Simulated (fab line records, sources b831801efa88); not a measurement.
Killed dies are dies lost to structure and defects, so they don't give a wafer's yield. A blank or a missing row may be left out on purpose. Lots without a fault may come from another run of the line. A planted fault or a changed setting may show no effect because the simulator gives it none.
One fault seen from 2 desks | flow gf180mcu | each desk has only its own numbers; what lay behind them comes last

THE METROLOGY DESK
What the gauges read, lot by lot, whatever tool the lot ran on: means of the sampled wafers that have a number. A lot is out of limits, marked OUT, if its mean lies more than 4 standard deviations from the usual mean; the brackets give that distance.
Columns: A = STI_OXIDATION_02_THK at GF_STI_THK_MEAS_30, usual 9.90 nm
lot  | first seen here | A
L524 | day 3 17:37     | 9.72
L526 | day 4 05:45     | 9.90
L528 | day 4 17:08     | 9.77
L530 | day 5 01:23     | 9.97
L535 | day 6 04:05     | 9.79
L538 | day 6 19:48     | 10.12
This desk's finding: nothing out of limits on any of the 6 lots.

THE TOOL OWNER'S DESK: implanter-02
The tool's own readings at GF_DNWELL_IMPLANT_07: means of the sampled wafers that have a number, for each lot that ran on this tool. A lot is out of limits, marked OUT, if its mean lies more than 4 standard deviations from the usual mean; the brackets give that distance.
Columns: A = dose_ions_cm2 at GF_DNWELL_IMPLANT_07, usual 1e+13
lot  | first seen here | A
L524 | day 4 06:50     | 1e+13
L526 | day 4 19:09     | 1e+13
L528 | day 5 06:56     | 1e+13 (+30) OUT
L530 | day 5 15:27     | 1e+13 (+29) OUT
This desk's finding: out of limits on L528, L530; first on L528, day 5 06:56 (dose_ions_cm2 at GF_DNWELL_IMPLANT_07). In limits: L524, L526.

PUT TOGETHER
The tool owner's desk could have raised an alarm at day 5 06:56, on L528, L530.
The metrology desk saw nothing out of limits.
The metrology desk has L528, L530 on record, within its limits.
Of the lots named, all ran GF_DNWELL_IMPLANT_07 on implanter-02.

WHAT THE SIMULATOR HAD PUT IN
Process parameter drift: implanter-02, from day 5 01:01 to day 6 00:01, at GF_DNWELL_IMPLANT_07. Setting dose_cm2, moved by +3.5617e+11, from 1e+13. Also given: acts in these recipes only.
Lots struck among those shown: L528, L530.
Hours from the fault's start to each desk's first reading out of limits: the tool owner's desk, 6.
